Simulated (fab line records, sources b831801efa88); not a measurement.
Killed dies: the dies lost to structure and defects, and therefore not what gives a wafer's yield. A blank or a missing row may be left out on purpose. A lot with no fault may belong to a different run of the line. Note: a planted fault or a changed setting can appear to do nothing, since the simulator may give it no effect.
Struck lot and sound lot, side by side + flow gf180mcu + 23 out of 602 route steps
Sound: these wafers, L933.2, L933.3, L933.4. Wafers struck: L925.2, L925.3. The cause is given at the end.
For every step that has rows: the tool of each side, followed by ch and its chambers, followed by its first start. Under that, the readings that differ: sound wafers + struck wafers + difference of the means + sigmas: that difference in standard deviations of wafers without a fault.
alike: readings with means less than 2 such deviations apart, plus words and numbers identical on both sides. not compared: withheld readings, readings lacking a value on some wafer, bounds such as >300 that could conceal the same value, and numbers that have no deviation in the record and whose values overlap.
A row with sigmas, a row that says differs or no value, or rows on one side alone: a step with any of these is where the two part. When numbers do not overlap yet have no deviation, they are printed without sigmas and do not part them. A reading missing from all wafers of one side parts the sides only when that side holds two or more wafers.

first, 1 step without rows for these wafers: GF_POLY_GATE_DEVELOP_09 (develop time 60 s).
GF_POLY_GATE_CD_MEAS_10: target cd 280 nm.
  sound: cd_sem-01 at day 13 11:28; struck: cd_sem-01 at day 11 00:26
| reading    | sound             | struck      | difference | sigmas |
|------------|-------------------|-------------|------------|--------|
| cd_nm (nm) | 279.2 278.3 279.4 | 280.7 281.8 | +2.3       | +2     |
GF_POLY_GATE_OVL_MEAS_11:
  sound: overlay-01 at day 13 11:34; struck: overlay-01 at day 11 00:32
  alike: POLY_GATE_OVL
GF_POLY_GATE_ETCH_12: etches BARC in N2/H2.
  sound on rie_diel-03 ch 0,1,2, day 13 11:36; struck on rie_diel-04 ch 1,3, day 11 00:34
  alike: drypump_motor_current_A, oes_product_au, throttle_valve_pct
GF_POLY_GATE_ETCH_13: etches poly-Si in HBr/Cl2, stops on SiO2, target depth 198.5 nm, time 69.6 s.
  sound on rie_si-02 ch 1,2, day 13 11:39; struck on rie_si-02 ch 0,3, day 11 00:37
  alike: drypump_motor_current_A, oes_product_au, throttle_valve_pct
  not compared: rf_hours_counter_h
GF_POLY_GATE_STRIP_14: strips in O2/N2.
  sound on plasma_asher-04 ch 0,1, day 13 11:42; struck on plasma_asher-01 ch 1, day 11 00:40
  alike: drypump_motor_current_A, heater_power_w, o2_flow_sccm, oes_product_au
  not compared: rf_hours_counter_h
then, 2 steps without rows for these wafers: GF_POLY_GATE_CLEAN_15 (cleans in SC1/SC2, time 150 s); GF_POLY_GATE_OXIDATION_16 (stabilise 600 s, purge 300 s, target thk 4 nm).
GF_POLY_GATE_THK_MEAS_17:
  sound: film_metro-02 at day 13 13:07; struck: film_metro-02 at day 11 02:21
  alike: POLY_GATE_OXIDATION_THK
GF_POLY_GATE_CD_MEAS_18:
  sound: cd_sem-01 at day 13 13:12; struck: cd_sem-01 at day 11 02:26
  alike: cd_nm
then, 2 steps without rows for these wafers: GF_HV_LDD_DEHYDRATE_00 (time 60 s); GF_HV_LDD_HMDS_01 (prime time 60 s).
GF_HV_LDD_COAT_02: resist thk 1000 nm.
  sound on litho_track-01 ch 0, day 13 23:47; struck on litho_track-01 ch 0, day 11 11:59
| reading                                     | sound             | struck      | difference | sigmas |
|---------------------------------------------|-------------------|-------------|------------|--------|
| model.NOVOLAK_of_HV_LDD_COAT_02.thk_nm (nm) | 998.3 997.3 996.9 | 985.7 983.8 | -12.8      |        |
  alike: dispense_pressure_kPa
then, 3 steps without rows for these wafers: GF_HV_LDD_SOFTBAKE_03 (time 60 s); GF_HV_LDD_EXPOSE_04 (exposes mask Nplus LV AREA, target cd 400 nm); GF_HV_LDD_PEB_05.
GF_HV_LDD_DEVELOP_06: develop time 60 s.
  sound on litho_track-01 ch 0, day 14 10:14; struck on litho_track-02 ch 0, day 11 21:17
| reading                                     | sound             | struck      | difference | sigmas |
|---------------------------------------------|-------------------|-------------|------------|--------|
| model.NOVOLAK_of_HV_LDD_COAT_02.thk_nm (nm) | 997.9 996.9 996.5 | 985.3 983.3 | -12.8      |        |
GF_HV_LDD_CD_MEAS_07: target cd 400 nm.
  sound: cd_sem-01 at day 14 10:23; struck: cd_sem-02 at day 11 21:26
  alike: cd_nm
GF_HV_LDD_OVL_MEAS_08:
  sound: overlay-02 at day 14 10:29; struck: overlay-01 at day 11 21:32
  alike: HV_LDD_OVL
following that, these wafers have no rows for 1 step: GF_HV_LDD_IMPLANT_09.
GF_HV_LDD_STRIP_10: strips in O2/N2.
  sound on plasma_asher-02 ch 0,1, day 14 10:40; struck on plasma_asher-03 ch 0,1, day 11 21:43
| reading                      | sound             | struck      | difference | sigmas |
|------------------------------|-------------------|-------------|------------|--------|
| strip_time_to_endpoint_s (s) | 12.60 12.60 12.59 | 12.48 12.44 | -0.14      | -4     |
  alike: drypump_motor_current_A, heater_power_w, o2_flow_sccm, oes_product_au
  not compared: rf_hours_counter_h
GF_HV_LDD_TW_MEAS_11:
  sound: film_metro-01 at day 14 10:46; struck: film_metro-03 at day 11 21:50
  alike: HV_LDD_TW
-- a jump in the record: the struck wafers' starts before and after are 19 days apart (it breaks off in module HV_LDD and resumes in module PASSIVATION, where the first step shown is number 602 of the route) --
GF_PASSIVATION_PROBE_99:
  only the struck wafers here have rows in the record (prober-02, day 30 18:40); the sound ones have none

WHERE THEY PART
Last at GF_PASSIVATION_PROBE_99 as far as this record goes, first at GF_POLY_GATE_CD_MEAS_10.

WHY: what had been put in by the simulator
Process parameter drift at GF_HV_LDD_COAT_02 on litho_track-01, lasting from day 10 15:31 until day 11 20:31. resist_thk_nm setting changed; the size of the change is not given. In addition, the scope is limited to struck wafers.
